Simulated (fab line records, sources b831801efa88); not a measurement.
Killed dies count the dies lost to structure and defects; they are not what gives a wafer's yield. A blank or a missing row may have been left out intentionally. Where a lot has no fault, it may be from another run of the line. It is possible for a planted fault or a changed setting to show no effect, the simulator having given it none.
fab line records | flow sfqLine
record: lots: 6 wafers: 16 lastDay: 94
route steps=325 shown I0@47 M1@58 I1@73 M2@88 M8@325
lots untouched by any fault: they come from a run of this same line in which no faults occurred
startH: hours from the record's opening day to when the first of the lot's shown wafers began | waitH: hours since the lot's step before | " the same as in the row above | L1.1+2: one row covering several wafers at once | - value missing, or start not given | * or withheld: withheld | < > ~ a bound
route shown NAME@n: names a module that has steps shown in the file, with the first one's number in the route | usual: mean/standard deviation of fault-free wafers | same: alike in all rows | chamber/n: place in a boat | sites: per-site readings | _std_site: their standard deviation | _edge_site: mean of outer sites minus mean of inner sites | radiusMm: for every site, how far away it sits from the centre of the wafer | mask NAME#n: copy n | behind: the tool/chamber that last shaped the wafer | hold: why the lot was held/for how many hours/how that ended | device: the transistor (n, p or np) that didn't switch | end of line: tests run on the same wafers once the route is complete | a step given without rows: its recipe and nothing more | killed: count of dies lost to structure and defects at first sort (not the wafer's yield) | map: shows each die of a wafer: x if killed, . if not, _ if none is there
set.NAME: the setting as run; set.NAME@STEP: as run at that earlier step | model.NAME: the simulator's own value behind a step, which no gauge read
lots at some steps of the route; a table a step, a row a wafer
services: from which hour (startH, from the record's first day; less than 0 if before it) a tool's chamber was out of use, for how many hours, and why
== steps ==
step: SFQ_TRILAYER_I0_VIA_LITHO_COAT_036
recipe: resist: BARC spinRpm: 3000 resistThkNm: 62
step: SFQ_TRILAYER_I0_VIA_LITHO_COAT_031
recipe: resist: KrF spinRpm: 3000 resistThkNm: 650
step: SFQ_TRILAYER_I0_VIA_LITHO_SOFTBAKE_035
recipe: tempC: withheld timeS: withheld resist: KrF
step: SFQ_TRILAYER_I0_VIA_LITHO_EXPOSE_032
recipe: maskId: I0 na: 0.6 sourceShape: conventional sigmaOuter: 0.65 targetCdNm: 500 doseMj: 21.3
step: SFQ_TRILAYER_I0_VIA_LITHO_PEB_034
recipe: pebTempC: 115 pebTimeS: 60 resist: KrF
step: SFQ_TRILAYER_I0_VIA_LITHO_DEVELOP_033
recipe: timeS: 60 resist: KrF
step: SFQ_I0_OVL_MEAS_908
usual: I0_OVL: -6/4.9
columns lot.wafer tool chamber startH waitH I0_OVL[nm]
L474.1 overlay-02 - 219.29 0.1 -6
L474.2 " - " " -9
L474.5 " - " " -1
L477.4 overlay-01 - 243.02 0.1 -7
L477.5 " - " " -7
L477.6 " - " " -6
L479.4 overlay-02 - 250.53 0.1 -17
L479.6 " - " " -16
L482.3 overlay-02 - 265.81 0.1 0
L482.4 " - " " -3
L494.4 overlay-02 - 334.73 0.1 -5
L494.5 " - " " -6
L494.6 " - " " -7
L495.3 overlay-02 - 343.12 0.1 -6
L495.5 " - " " -4
L495.6 " - " " -11
step: SFQ_TRILAYER_I0_VIA_BARC_OPEN_VIA_ETCH_046
recipe: maskMaterial: PR chemistry: O2 targetDepthNm: 125 target: BARC sourceW: 500 biasW: 80 pressureMtorr: 30 timeS: 41.7
step: SFQ_TRILAYER_I0_VIA_ETCH_VIA_ETCH_034
recipe: target: SiO2 stopOn: Nb maskMaterial: PR taperDeg: 20 chemistry: CHF3 targetDepthNm: 260 sourceW: 500 biasW: 80 pressureMtorr: 30 timeS: withheld
usual: drypumpMotorCurrentA: 5.8/0.34 oesProductAu: 0.853/0.0051
columns lot.wafer tool chamber startH waitH drypumpMotorCurrentA oesProductAu
L474.1 rieDiel-03 2 219.36 0.0 5.7 0.850
L474.2 " 1 " " 5.8 0.851
L474.5 " 0 " " 6.2 0.857
L477.4 rieDiel-02 3 243.08 0.0 5.8 0.851
L477.5 " 0 " " 5.5 0.855
L477.6 " 1 " " 6.1 0.848
L479.4 rieDiel-04 0 250.65 0.1 5.0 0.852
L479.6 " 3 " " 6.3 0.854
L482.3 rieDiel-03 0 265.88 0.0 6.2 0.855
L482.4 " 3 " " 5.0 0.852
L494.4 rieDiel-03 0 334.78 0.0 6.3 0.853
L494.5 " 2 " " 5.7 0.856
L494.6 " 1 " " 5.8 0.858
L495.3 rieDiel-02 3 343.18 0.0 5.9 0.847
L495.5 " 2 " " 5.8 0.846
L495.6 " 1 " " 6.1 0.845
step: SFQ_TRILAYER_I0_VIA_STRIP_STRIP_035
recipe: gas: O2 powerW: 200 platenTempC: 40 overashFraction: 0.65 chemistry: O2 pressureMtorr: 50
usual: drypumpMotorCurrentA: 5.9/0.5 oesProductAu: 0.992/0.012
columns lot.wafer tool chamber startH waitH drypumpMotorCurrentA oesProductAu rfHoursCounterH
L474.1 rieMetal-02 0 219.47 - 6.3 0.964 20
L474.2 " 1 " " 5.8 0.987 28
L474.5 " 1 " " 5.8 1.008 -
L477.4 rieMetal-02 0 243.39 - 6.3 0.983 -
L477.5 " 0 " " 6.3 0.979 -
L477.6 " 1 " " 5.9 0.992 -
L479.4 rieMetal-02 1 250.91 - 5.8 0.997 -
L479.6 " 0 " " 6.3 0.969 -
L482.3 rieMetal-02 0 266.19 - 6.3 0.980 -
L482.4 " 1 " " 5.9 0.989 -
L494.4 rieMetal-03 0 335.10 - 5.1 1.001 -
L494.5 " 1 " " 6.6 1.006 -
L494.6 " 0 " " 5.0 1.006 -
L495.3 rieMetal-03 1 343.50 - 6.5 0.997 -
L495.5 " 1 " " 6.5 0.999 -
L495.6 " 0 " " 5.1 0.992 -
step: SFQ_TRILAYER_I0_VIA_STRIP_SOLV_CLEAN_036
recipe: chemistry: NMP tempC: 70 timeS: 600
step: SFQ_TRILAYER_M1_DEP_PRE_CLEAN_038
recipe: gas: Ar timeS: 22.5 biasV: 250
step: SFQ_TRILAYER_M1_DEP_SPUTTER_037
recipe: material: Nb basePressurePa: 1.33e-06 chamberPressurePa: 0.1333 substrateTempC: 20 resputterCathodeVoltageV: 400 targetThkNm: 200 powerW: 2000 timeS: 133.3
usual: throttleValvePct: 29.9/0.69
columns lot.wafer tool chamber startH waitH throttleValvePct model.Nb_of_TRILAYER_M1_DEP_SPUTTER_037.thkNm
L474.1 pvdSputter-03 - 220.28 0.0 31.7 197.2
L474.2 " - " " 30.1 197
L474.5 " - " " 29.8 197.4
L477.4 pvdSputter-04 - 244.01 0.0 29.8 199.3
L477.5 " - " " 29.7 197.3
L477.6 " - " " 29.4 200.5
L479.4 pvdSputter-04 - 251.54 0.0 29.4 120.4
L479.6 " - " " 29.7 199.5
L482.3 pvdSputter-04 - 266.79 0.0 29.3 121
L482.4 " - " " 30.0 119.7
L494.4 pvdSputter-03 - 335.70 0.0 29.9 197.9
L494.5 " - " " 31.6 200.5
L494.6 " - " " 29.1 201.5
L495.3 pvdSputter-03 - 344.10 0.0 29.6 197.8
L495.5 " - " " 29.2 199.4
L495.6 " - " " 29.9 195
step: SFQ_M1_RS_MEAS_909
recipe: thkMeasGauge: four-point-probe reads: Nb_of_TRILAYER_M1_DEP_SPUTTER_037
usual: M1_NB_RS: 0.891/0.011
columns lot.wafer tool chamber startH waitH M1_NB_RS[ohm/sq]
L474.1 filmMetro-04 - 221.36 1.0 0.904
L474.2 " - " " 0.905
L474.5 " - " " 0.903
L477.4 filmMetro-04 - 244.16 0.1 0.894
L477.5 " - " " 0.902
L477.6 " - " " 0.887
L479.4 filmMetro-04 - 252.53 0.9 1.489
L479.6 " - " " 0.892
L482.3 filmMetro-04 - 267.51 0.7 1.481
L482.4 " - " " 1.498
L494.4 filmMetro-01 - 335.85 0.1 0.898
L494.5 " - " " 0.888
L494.6 " - " " 0.881
L495.3 filmMetro-01 - 344.23 0.1 0.898
L495.5 " - " " 0.893
L495.6 " - " " 0.911
step: SFQ_TRILAYER_M1_LITHO_COAT_044
recipe: resist: BARC spinRpm: 3000 resistThkNm: 62
step: SFQ_TRILAYER_M1_LITHO_COAT_039
recipe: resist: KrF spinRpm: 3000 resistThkNm: 600
step: SFQ_TRILAYER_M1_LITHO_SOFTBAKE_043
recipe: tempC: withheld timeS: withheld resist: KrF
step: SFQ_TRILAYER_M1_LITHO_EXPOSE_040
recipe: maskId: M1 na: 0.6 sourceShape: conventional sigmaOuter: 0.65 targetCdNm: 500 doseMj: 14.4
step: SFQ_TRILAYER_M1_LITHO_PEB_042
recipe: pebTempC: 115 pebTimeS: 60 resist: KrF
step: SFQ_TRILAYER_M1_LITHO_DEVELOP_041
recipe: timeS: 60 resist: KrF
step: SFQ_M1_OVL_MEAS_911
usual: M1_OVL: 1/4.9
columns lot.wafer tool chamber startH waitH M1_OVL[nm]
L474.1 overlay-02 - 305.94 0.1 7
L474.2 " - " " 7
L474.5 " - " " 5
L477.4 overlay-01 - 334.72 0.1 -1
L477.5 " - " " -9
L477.6 " - " " -1
L479.4 overlay-02 - 346.72 0.1 -8
L479.6 " - " " -8
L482.3 overlay-01 - 365.91 0.1 8
L482.4 " - " " 1
L494.4 overlay-02 - 445.75 0.1 2
L494.5 " - " " -5
L494.6 " - " " 4
L495.3 overlay-01 - 457.75 0.1 4
L495.5 " - " " -1
L495.6 " - " " 2
step: SFQ_TRILAYER_M1_BARC_OPEN_METAL_ETCH_054
recipe: maskMaterial: PR chemistry: O2 targetDepthNm: 125 target: BARC icpW: 600 biasW: 80 pressureMtorr: 10 timeS: 41.7
usual: drypumpMotorCurrentA: 5.8/0.44 oesProductAu: 0.686/0.0045
same: timeS: 41.7
columns lot.wafer tool chamber startH waitH drypumpMotorCurrentA oesProductAu rfHoursCounterH
L474.1 rieMetal-04 1 305.98 0.0 5.7 0.683 85
L474.2 " 0 " " 6.1 0.683 181
L474.5 " 0 " " 6.1 0.684 -
L477.4 rieMetal-02 1 334.76 0.0 5.9 0.690 -
L477.5 " 1 " " 5.9 0.690 -
L477.6 " 0 " " 6.3 0.692 -
L479.4 rieMetal-02 0 346.76 0.0 6.3 0.684 -
L479.6 " 0 " " 6.3 0.687 -
L482.3 rieMetal-04 0 365.96 0.0 6.2 0.689 -
L482.4 " 1 " " 5.7 0.683 -
L494.4 rieMetal-02 0 445.79 0.0 6.3 0.688 -
L494.5 " 1 " " 5.9 0.688 -
L494.6 " 0 " " 6.3 0.685 -
L495.3 rieMetal-04 0 457.80 0.0 6.1 0.684 -
L495.5 " 0 " " 6.1 0.682 -
L495.6 " 1 " " 5.7 0.684 -
step: SFQ_TRILAYER_M1_ETCH_METAL_ETCH_042
recipe: target: Nb stopOn: SiO2 maskMaterial: PR chemistry: Cl2/Ar targetDepthNm: 240 icpW: 600 biasW: 80 pressureMtorr: 10 timeS: 120
usual: drypumpMotorCurrentA: 5.8/0.44 oesProductAu: 0.893/0.007
same: timeS: 120
columns lot.wafer tool chamber startH waitH drypumpMotorCurrentA oesProductAu rfHoursCounterH
L474.1 rieMetal-04 1 306.04 0.0 5.7 0.880 85
L474.2 " 0 " " 6.2 0.888 181
L474.5 " 0 " " 6.2 0.888 -
L477.4 rieMetal-02 1 334.84 0.1 5.8 0.892 -
L477.5 " 1 " " 5.9 0.889 -
L477.6 " 0 " " 6.3 0.890 -
L479.4 rieMetal-02 0 346.84 0.1 6.3 0.687 -
L479.6 " 0 " " 6.3 0.893 -
L482.3 rieMetal-04 0 366.04 0.1 6.2 0.691 -
L482.4 " 1 " " 5.7 0.679 -
L494.4 rieMetal-02 0 445.87 0.1 6.3 0.899 -
L494.5 " 1 " " 5.9 0.897 -
L494.6 " 0 " " 6.3 0.895 -
L495.3 rieMetal-04 0 457.90 0.1 6.2 0.880 -
L495.5 " 0 " " 6.2 0.900 -
L495.6 " 1 " " 5.7 0.883 -
step: SFQ_TRILAYER_M1_STRIP_STRIP_043
recipe: gas: O2 powerW: 200 platenTempC: 40 overashFraction: 0.65 chemistry: O2 pressureMtorr: 50
step: SFQ_TRILAYER_M1_STRIP_SOLV_CLEAN_044
recipe: chemistry: NMP tempC: 70 timeS: 600
step: SFQ_TRILAYER_I1_DEP_PECVD_045
recipe: material: SiO2 tempC: 150 timeS: 111.11 pressureTorr: 2.4 rfW: 183.3 precursor: SiH4/N2O targetThkNm: 500
step: SFQ_TRILAYER_I1_CMP_CMP_046
recipe: material: SiO2 downForcePsi: 3 platenRpm: 60 padVelocityMS: 0.94248
usual: edgeZonePressureFrac: 1.001/0.0049 motorCurrentA: 10.2/0.75 timeToEndpointS: 207/11
columns lot.wafer tool chamber startH waitH edgeZonePressureFrac motorCurrentA timeToEndpointS
L474.2 cmp-02 3 309.19 2.2 1.002 10.4 197
L474.1 " 0 " " 0.998 10.9 190
L474.5 " 0 311.69 4.7 0.999 10.3 193
L477.4 cmp-01 2 337.55 1.6 0.999 10.7 216
L477.6 " 0 338.55 2.6 0.999 11.1 223
L477.5 " 1 " " 0.999 9.8 215
L479.4 cmp-01 0 350.37 2.6 0.993 11.1 228
L479.6 " 2 351.37 3.6 1.001 10.3 207
L482.4 cmp-02 3 368.87 1.8 1.011 10.7 198
L482.3 " 2 370.37 3.4 1.000 9.4 205
L494.4 cmp-01 0 447.99 1.2 0.997 10.7 232
L494.5 " 3 449.49 2.6 1.003 9.6 223
L494.6 " 0 " " 0.998 11.0 228
L495.3 cmp-01 0 460.99 2.0 1.001 11.3 225
L495.6 " 1 " " 1.000 10.1 214
L495.5 " 2 " " 0.999 10.7 223
step: SFQ_I1_BOW_MEAS_912
recipe: mode: bow
usual: I1_BOW: 2/9.1
columns lot.wafer tool chamber startH waitH I1_BOW[um]
L474.1 filmMetro-03 - 312.19 2.0 -2
L474.2 " - " " 14
L474.5 " - " " 6
L477.4 filmMetro-02 - 339.61 1.6 10
L477.5 " - " " 11
L477.6 " - " " 14
L479.4 filmMetro-01 - 352.43 1.6 10
L479.6 " - " " -11
L482.3 filmMetro-02 - 371.91 1.0 -13
L482.4 " - " " -9
L494.4 filmMetro-01 - 450.55 2.1 7
L494.5 " - " " 0
L494.6 " - " " -6
L495.3 filmMetro-03 - 462.53 1.0 4
L495.5 " - " " 2
L495.6 " - " " -1
step: SFQ_TRILAYER_I1_METRO_MEASURE_047
step: SFQ_TRILAYER_I1_VIA_LITHO_COAT_054
recipe: resist: BARC spinRpm: 3000 resistThkNm: 62
step: SFQ_TRILAYER_I1_VIA_LITHO_COAT_049
recipe: resist: KrF spinRpm: 3000 resistThkNm: 650
step: SFQ_TRILAYER_I1_VIA_LITHO_SOFTBAKE_053
recipe: tempC: withheld timeS: withheld resist: KrF
step: SFQ_TRILAYER_I1_VIA_LITHO_EXPOSE_050
recipe: maskId: I1 na: 0.6 sourceShape: conventional sigmaOuter: 0.65 targetCdNm: 500 doseMj: 21.3
step: SFQ_TRILAYER_I1_VIA_LITHO_PEB_052
recipe: pebTempC: 115 pebTimeS: 60 resist: KrF
step: SFQ_TRILAYER_I1_VIA_LITHO_DEVELOP_051
recipe: timeS: 60 resist: KrF
step: SFQ_I1_OVL_MEAS_913
usual: I1_OVL: 0/6.1
columns lot.wafer tool chamber startH waitH I1_OVL[nm]
L474.1 overlay-02 - 420.73 0.1 7
L474.2 " - " " 3
L474.5 " - " " 6
L477.4 overlay-01 - 451.75 0.1 6
L477.5 " - " " -1
L477.6 " - " " 9
L479.4 overlay-02 - 468.55 0.1 -6
L479.6 " - " " -6
L482.3 overlay-02 - 488.95 0.1 1
L482.4 " - " " 1
L494.4 overlay-01 - 584.44 0.1 -4
L494.5 " - " " -7
L494.6 " - " " 6
L495.3 overlay-01 - 596.43 0.1 -1
L495.5 " - " " -1
L495.6 " - " " 14
step: SFQ_TRILAYER_I1_VIA_BARC_OPEN_VIA_ETCH_071
recipe: maskMaterial: PR chemistry: O2 targetDepthNm: 125 target: BARC sourceW: 500 biasW: 80 pressureMtorr: 30 timeS: 41.7
step: SFQ_TRILAYER_I1_VIA_ETCH_VIA_ETCH_052
recipe: target: SiO2 stopOn: Nb maskMaterial: PR taperDeg: 20 chemistry: CHF3 targetDepthNm: 260 sourceW: 500 biasW: 80 pressureMtorr: 30 timeS: withheld
usual: drypumpMotorCurrentA: 5.5/0.42 oesProductAu: 0.852/0.0057
columns lot.wafer tool chamber startH waitH drypumpMotorCurrentA oesProductAu
L474.1 rieDiel-04 3 420.81 0.0 6.3 0.849
L474.2 " 2 " " 5.5 0.862
L474.5 " 3 " " 6.3 0.849
L477.4 rieDiel-02 0 451.81 0.0 5.5 0.854
L477.5 " 2 " " 5.8 0.856
L477.6 " 3 " " 5.9 0.858
L479.4 rieDiel-01 1 468.61 0.0 5.2 0.858
L479.6 " 2 " " 4.8 0.863
L482.3 rieDiel-01 2 489.01 0.0 4.8 0.849
L482.4 " 2 " " 4.8 0.847
L494.4 rieDiel-04 3 584.50 0.0 6.3 0.855
L494.5 " 0 " " 5.0 0.850
L494.6 " 3 " " 6.3 0.853
L495.3 rieDiel-04 1 596.50 0.0 5.6 0.853
L495.5 " 1 " " 5.6 0.855
L495.6 " 2 " " 5.5 0.851
step: SFQ_TRILAYER_I1_VIA_STRIP_STRIP_053
recipe: gas: O2 powerW: 200 platenTempC: 40 overashFraction: 0.65 chemistry: O2 pressureMtorr: 50
step: SFQ_TRILAYER_I1_VIA_STRIP_SOLV_CLEAN_054
recipe: chemistry: NMP tempC: 70 timeS: 600
step: SFQ_TRILAYER_M2_DEP_PRE_CLEAN_056
recipe: gas: Ar timeS: 22.5 biasV: 250
step: SFQ_M8_BOW_MEAS_951
recipe: mode: bow
usual: M8_BOW: 9/11
columns lot.wafer tool chamber startH waitH M8_BOW[um] model.etest.m1.ohmUm model.etest.i0.linkOhm model.etest.i1.linkOhm model.etest.m1.ohmSq
L474.1 filmMetro-01 - 2048.04 0.0 6 1.811 1.97 1.982 0.9023
L474.2 " - " " 19 1.812 1.98 1.974 0.9031
L474.5 " - " " 14 1.809 1.979 1.976 0.9016
L477.4 filmMetro-04 - 2057.83 0.1 21 1.787 1.955 1.962 0.8927
L477.5 " - " " 22 1.81 1.964 1.944 0.902
L477.6 " - " " 25 1.761 1.946 1.959 0.8875
L479.4 filmMetro-01 - 2065.39 0.1 12 2.924 2.671 2.566 1.478
L479.6 " - " " -7 1.774 1.97 1.968 0.8921
L482.3 filmMetro-03 - 2078.37 0.0 -4 2.939 2.679 2.55 1.47
L482.4 " - " " -1 2.966 2.694 2.547 1.487
L494.4 filmMetro-03 - 2255.61 0.1 4 1.791 1.983 1.983 0.8994
L494.5 " - " " -2 1.777 1.984 1.952 0.8876
L494.6 " - " " -9 1.76 1.967 1.971 0.8832
L495.3 filmMetro-01 - 2256.79 0.0 6 1.808 1.976 1.985 0.8996
L495.5 " - " " 4 1.793 1.957 1.975 0.8924
L495.6 " - " " 0 1.819 1.988 1.982 0.9126
== services ==
columns tool chamber startH hours kind
cmp-01 - 229.04 1.0 repair
cmp-01 - 231.92 7.1 pm
rieDiel-04 1 243.99 14.3 repair
rieDiel-04 3 254.75 6.0 repair
rieDiel-04 2 263.37 6.1 repair
rieMetal-04 1 289.96 2.2 repair
rieDiel-04 3 328.68 15.6 repair
rieMetal-02 - 330.54 1.4 pm
rieMetal-04 1 331.70 15.4 repair
rieMetal-02 1 347.75 9.7 repair
rieMetal-02 - 348.86 2.8 pm
rieDiel-04 - 403.28 2.0 repair
cmp-01 - 409.22 4.0 pm
rieMetal-02 1 436.21 2.1 repair
rieDiel-04 3 458.62 1.5 repair
rieDiel-04 2 461.56 15.3 repair
rieDiel-04 0 467.82 12.6 repair
rieDiel-04 2 481.07 8.9 repair
rieDiel-04 3 485.43 4.3 repair
rieMetal-02 0 495.80 6.6 repair
rieDiel-04 - 504.37 4.6 repair
rieMetal-02 - 509.67 0.5 repair
cmp-01 - 510.67 11.8 pm
rieMetal-04 - 513.30 0.9 repair
== key ==
firstSign: step: SFQ_M1_RS_MEAS_909 reading: M1_NB_RS direction: up sigmas: 56 usual: 0.891 struck: 1.489
effect: step: SFQ_TRILAYER_M1_ETCH_METAL_ETCH_042 reading: oesProductAu direction: down sigmas: 29 usual: 0.893 struck: 0.686
modelEffect: step: SFQ_TRILAYER_M1_DEP_SPUTTER_037 value: Nb_of_TRILAYER_M1_DEP_SPUTTER_037.thkNm without: 202.3 struck: 120.4
modelEffect: step: SFQ_M8_BOW_MEAS_951 value: etest.m1.ohmUm without: 1.751 struck: 2.943
metAt SFQ_TRILAYER_M1_DEP_SPUTTER_037
struckWafers L479.4,L482.3,L482.4
onsetBetween 244.01 251.54
fault: kind: processParameterDrift tool: pvdSputter-04 chamber: - onsetH: 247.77 steps: SFQ_TRILAYER_M1_DEP_SPUTTER_037 channel: targetThkNm offset: -81.908 shape: step endH: 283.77 scope: struckWafersOnly actsIn: theseRecipesOnly stated: 200
